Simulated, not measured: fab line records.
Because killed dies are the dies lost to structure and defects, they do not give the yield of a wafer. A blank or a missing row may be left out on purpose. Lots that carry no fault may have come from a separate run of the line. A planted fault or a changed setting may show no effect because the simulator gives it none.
Comparing a struck lot with a sound one	flow sky130	18 steps out of a route of 708
Sound: the wafers L386.3, L386.4, L386.5. Wafers L394.2, L394.4, L394.5 were the ones struck. At the end, the cause is stated.
For every step that has rows: the tool of each side, followed by ch and its chambers, followed by its first start. Under that, the readings that differ: sound wafers	struck wafers	difference of the means	sigmas: that difference in standard deviations of wafers without a fault.
alike: words and numbers the same on both sides, and readings whose means are apart by under 2 such deviations; not compared: readings that were withheld, readings missing a value for some wafer, numbers with overlapping values and no deviation given by the record, and bounds like >300 which may hide the same value.
Wherever a step has rows on one side only, a row that says differs or no value, or a row with sigmas, the two part there. Numbers that have no deviation but don't overlap get no sigmas and don't part them. A reading missing from all wafers of one side parts the sides only when that side holds two or more wafers.

first, 3 steps without rows for these wafers: SKY_SONOS_ONO_WET_ETCH_18 (etches Si3N4 in H3PO4, target depth 15 nm, time 172 s); SKY_GATE_OXIDE_CLEAN_00 (cleans in SC1/SC2, time 150 s); SKY_GATE_OXIDE_OXIDATION_01 (stabilise 600 s, purge 300 s, target thk 10.268 nm).
SKY_GATE_OXIDE_THK_MEAS_02:
  sound on film metro-02 at day 13 06:30; struck on film metro-01 at day 16 01:40
reading	sound	struck	difference	sigmas
GATE_OXIDE_OXIDATION_00_THK (nm)	9.97 9.80 9.77	10.66 10.55 10.48	+0.72	+3
then, 7 steps without rows for these wafers: SKY_GATE_OXIDE_DEHYDRATE_03 (time 60 s); SKY_GATE_OXIDE_HMDS_04 (prime time 60 s); SKY_GATE_OXIDE_COAT_05 (resist thk 1140 nm); SKY_GATE_OXIDE_SOFTBAKE_06 (time 60 s); SKY_GATE_OXIDE_EXPOSE_07 (exposes mask LVOM, target cd 600 nm); SKY_GATE_OXIDE_PEB_08; SKY_GATE_OXIDE_DEVELOP_09 (develop time 60 s).
SKY_GATE_OXIDE_OVL_MEAS_10:
  sound on overlay-02 at day 14 08:11; struck on overlay-01 at day 17 05:40
  alike: GATE_OXIDE_OVL
SKY_GATE_OXIDE_IMPLANT_11:
  sound on implanter-02 ch 0, day 14 08:16; struck on implanter-04 ch 0, day 17 05:43
reading	sound	struck	difference	sigmas
dose ions cm2	2.5992e+12 2.5992e+12 2.5992e+12	1.6225e+12 1.6231e+12 1.6265e+12	-9.7517e+11	-99 or more
faraday current uA	14.80 14.31 14.45	9.09 9.35 9.10	-5.34	-19
then, 1 step without rows for these wafers: SKY_GATE_OXIDE_WET_ETCH_12 (etches SiO2 in dHF, target depth 16.8 nm, time 336 s).
SKY_GATE_OXIDE_STRIP_13: strips in O2/N2.
  sound on plasma asher-01 ch 0,1, day 14 08:29; struck on plasma asher-01 ch 0,1, day 17 05:57
  alike: drypump motor current A, oes product au, strip time to endpoint s
  not compared: rf hours counter h
SKY_GATE_OXIDE_TW_MEAS_14:
  sound on film metro-02 at day 14 08:35; struck on film metro-02 at day 17 06:04
reading	sound	struck	difference	sigmas
GATE_OXIDE_TW	222.9 224.2 223.7	195.8 196.5 196.2	-27.4	-27
then, 1 step without rows for these wafers: SKY_GATE_OXIDE_CLEAN_15 (cleans in SC1/SC2, time 150 s).
-- a jump in the record: the struck wafers' starts before and after are 31 days apart (it breaks off in module GATE_OXIDE and resumes in module PAD_OPEN, where the first step shown is number 708 of the route) --
SKY_PAD_OPEN_PROBE_99:
  sound on prober-02 at day 46 01:16; struck on prober-01 at day 48 02:40
reading	sound	struck	difference	sigmas
model.etest.tip p.rs ohm sq	6714 6694 6750	7395 7395 7348	+660	
model.etest.pfet_01v8.r on ohm um	2866 2875 2836	3440 3414 3388	+555	
model.etest.nfet_01v8_lvt.drive ua um	587.3 566.4 572.4	634.9 612.2 625.7	+48.9	
model.etest.nfet_01v8.drive ua um	521.5 493.9 500.3	558.8 534.7 547.6	+41.8	
model.etest.nfet_01v8_turned.drive ua um	519 498.6 502.6	555.7 535.5 552.5	+41.2	
model.etest.nfet_01v8_swapped.drive ua um	524.4 494.9 504.4	560.2 533.7 547.1	+39.1	
model.etest.sram nfet pass.drive ua um	522.3 473.9 488.7	523.6 537.1 523.1	+33.0	
  alike: killed_at_M0_to_M3, killed_at_M4_up, killed at contacts, killed at front end, killed at other, killed dies, killed open, killed short
  not compared: model.etest.nfet_01v8.r on ohm um

WHERE THEY PART
Last at SKY_GATE_OXIDE_TW_MEAS_14 as far as this record goes, first at SKY_GATE_OXIDE_THK_MEAS_02. Later steps at which nothing parts them and some readings are alike: SKY_PAD_OPEN_PROBE_99.

WHY: the cause the simulator had injected
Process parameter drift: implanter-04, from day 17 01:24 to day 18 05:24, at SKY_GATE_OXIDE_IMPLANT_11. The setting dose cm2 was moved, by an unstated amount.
